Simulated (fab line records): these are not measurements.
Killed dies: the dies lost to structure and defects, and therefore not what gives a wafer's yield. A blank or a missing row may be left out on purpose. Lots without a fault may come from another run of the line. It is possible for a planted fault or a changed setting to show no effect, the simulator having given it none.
Which of the tools did it? | flow sky130 | 11 lots with 33 wafers sampled at 4 steps, on a route of 708 steps

## WHAT THE GAUGES READ, wafer by wafer
SKY_VT_ADJUST_PCH_TW_MEAS_10.
lot  | measured     | on            | VT_ADJUST_PCH_TW
L956 | day 10 13:32 | film metro-03 | 140.4 141.5 141.0
L959 | day 11 00:15 | film metro-03 | 142.0 141.6 142.3
L960 | day 11 06:38 | film metro-02 | 143.5 143.9 143.4
L962 | day 12 01:08 | film metro-03 | 142.7 142.6 142.5
L965 | day 12 20:22 | film metro-02 | 142.7 142.7 142.3
L966 | day 13 09:26 | film metro-01 | 141.9 142.0 141.8
L970 | day 14 18:22 | film metro-03 | 140.8 141.0 140.2
L971 | day 14 23:54 | film metro-03 | 141.6 141.2 140.6
L977 | day 16 16:00 | film metro-01 | 140.6 141.2 140.8
L978 | day 17 00:48 | film metro-03 | 142.9 142.2 142.7
L979 | day 18 09:20 | film metro-03 | 141.6 141.5 141.7

SKY_SONOS_ONO_THK_MEAS_05.
lot  | measured     | on            | SONOS_ONO_CVD_04_THK (nm)
L956 | day 12 01:50 | film metro-04 | 5.59 5.59 5.61
L959 | day 12 11:11 | film metro-04 | 5.75 5.62 5.75
L960 | day 12 11:07 | film metro-04 | 5.63 5.53 5.56
L962 | day 13 06:52 | film metro-01 | 5.72 5.89 5.77
L965 | day 14 03:26 | film metro-01 | 5.52 5.58 5.53
L966 | day 14 17:50 | film metro-03 | 5.61 5.72 5.64
L970 | day 16 03:40 | film metro-04 | 5.76 5.67 5.70
L971 | day 16 08:39 | film metro-01 | 5.55 5.61 5.55
L977 | day 18 03:30 | film metro-04 | 5.71 5.72 5.74
L978 | day 18 21:21 | film metro-01 | 5.72 5.68 5.81
L979 | day 19 19:50 | film metro-01 | 5.98 5.92 5.95

SKY_POLY_GATE_THK_MEAS_21.
lot  | measured     | on            | POLY_GATE_OXIDATION_THK (nm)
L956 | day 16 20:07 | film metro-01 | 4.04 4.08 3.99
L959 | day 17 08:25 | film metro-01 | 4.07 4.02 4.16
L960 | day 17 06:32 | film metro-03 | 3.98 3.94 3.99
L962 | day 18 06:19 | film metro-01 | 3.99 3.98 3.94
L965 | day 19 10:04 | film metro-01 | 3.89 3.92 3.99
L966 | day 19 19:31 | film metro-02 | 3.91 4.00 3.94
L970 | day 21 14:05 | film metro-01 | 3.03 2.98 3.06
L971 | day 21 20:49 | film metro-01 | 3.07 3.07 2.96
L977 | day 23 19:34 | film metro-01 | 3.87 3.89 3.93
L978 | day 24 08:16 | film metro-01 | 4.00 3.90 3.93
L979 | day 25 04:04 | film metro-01 | 4.02 3.89 3.95

## TOOL THAT RAN EACH LOT (tool first, then ch and the chambers of the sampled wafers, then the start)
lot  | SKY_POLY_GATE_OXIDATION_20
L956 | furnace-02 ch 0, day 16 18:52
L959 | furnace-01 ch 0, day 17 07:09
L960 | furnace-02 ch 0, day 17 05:16
L962 | furnace-02 ch 0, day 18 05:04
L965 | furnace-01 ch 0, day 19 08:49
L966 | furnace-01 ch 0, day 19 18:16
L970 | furnace-02 ch 0, day 21 12:49
L971 | furnace-02 ch 0, day 21 19:34
L977 | furnace-01 ch 0, day 23 18:19
L978 | furnace-02 ch 0, day 24 07:01
L979 | furnace-01 ch 0, day 25 02:48
- SKY_POLY_GATE_OXIDATION_20: stabilise 600 s, purge 300 s, target thk 4 nm.

## WHAT THE TOOLS THEMSELVES READ (means of the sampled wafers that have a number; where no wafer has one, the mark that the record gives instead)
SKY_POLY_GATE_OXIDATION_20.
lot  | tool       | spike tc bottom C (C) | spike tc centre C (C) | spike tc lower C (C) | spike tc top C (C) | spike tc upper C (C) | tube center temp C (C) | tube_center_temp_C_max | zone power bottom pct (%) | zone power top pct (%)
L956 | furnace-02 | 870.7                 | 852.0                 | 849.6                | 861.4              | 849.9                | 850                    | 852.3                  | 24.6                      | 28.8
L959 | furnace-01 | 871.8                 | 850.0                 | 852.2                | 864.1              | 848.3                | 850                    | 851.9                  | 25.7                      | 29.4
L960 | furnace-02 | 870.7                 | 853.2                 | 848.6                | 862.2              | 850.9                | 850                    | 852.3                  | 24.4                      | 29.0
L962 | furnace-02 | 871.6                 | 852.3                 | 848.8                | 861.8              | 849.7                | 850                    | 852.1                  | 24.3                      | 29.0
L965 | furnace-01 | 871.6                 | 849.9                 | 850.5                | 862.4              | 848.6                | 850                    | 852.3                  | 25.6                      | 29.3
L966 | furnace-01 | 871.4                 | 849.2                 | 851.4                | 862.7              | 846.9                | 850                    | 852.0                  | 25.9                      | 29.5
L970 | furnace-02 | 847.1                 | 827.8                 | 824.9                | 838.3              | 824.5                | 826                    | 828.0                  | 22.9                      | 27.7
L971 | furnace-02 | 846.8                 | 826.8                 | 824.3                | 838.1              | 825.6                | 826                    | 828.1                  | 23.1                      | 27.5
L977 | furnace-01 | 870.8                 | 850.0                 | 852.2                | 863.5              | 849.4                | 850                    | 852.5                  | 25.6                      | 29.4
L978 | furnace-02 | 871.6                 | 852.2                 | 848.4                | 860.9              | 848.9                | 850                    | 852.4                  | 24.3                      | 29.0
L979 | furnace-01 | 871.2                 | 849.9                 | 849.7                | 863.5              | 848.0                | 850                    | 852.2                  | 25.7                      | 29.4

## THE ANSWER, worked out from the rows above alone
Rule: the lots themselves supply what counts as usual. The widest of any qualifying gaps counts: lots, ordered by their means at a reading, are off when they make up no more than a third of the lots, leave a main group of 4 or more, and stand apart from it by 3 or more times the standard deviation of that group's means. Not used: any main group whose means are identical at the precision the tables above print for the reading. Also off: a lot with no number at a reading for which 4 or more lots have one. All remaining lots with rows at the step are treated as sound. First the gauges in route order, then the tools' own readings, where a lot's mean is used as printed above. At the first step where some lot is off, the reading lying furthest off is the one used; lots without a number count as furthest.
Off: L970, L971, seen at SKY_POLY_GATE_THK_MEAS_21 (POLY_GATE_OXIDATION_THK). The main group: mean 3.97 nm, standard deviation 0.053.
A tool fits if, at a process step before that reading, it ran every lot that is off, and no sound lot after the first of them. Not tried: the gauges at SKY_POLY_GATE_THK_MEAS_21; whatever is off there is also off at SKY_POLY_GATE_OXIDATION_20, on other tools, and gauge error can't account for it. Of those tried, none fits.

## WHAT THE SIMULATOR HAD PUT IN
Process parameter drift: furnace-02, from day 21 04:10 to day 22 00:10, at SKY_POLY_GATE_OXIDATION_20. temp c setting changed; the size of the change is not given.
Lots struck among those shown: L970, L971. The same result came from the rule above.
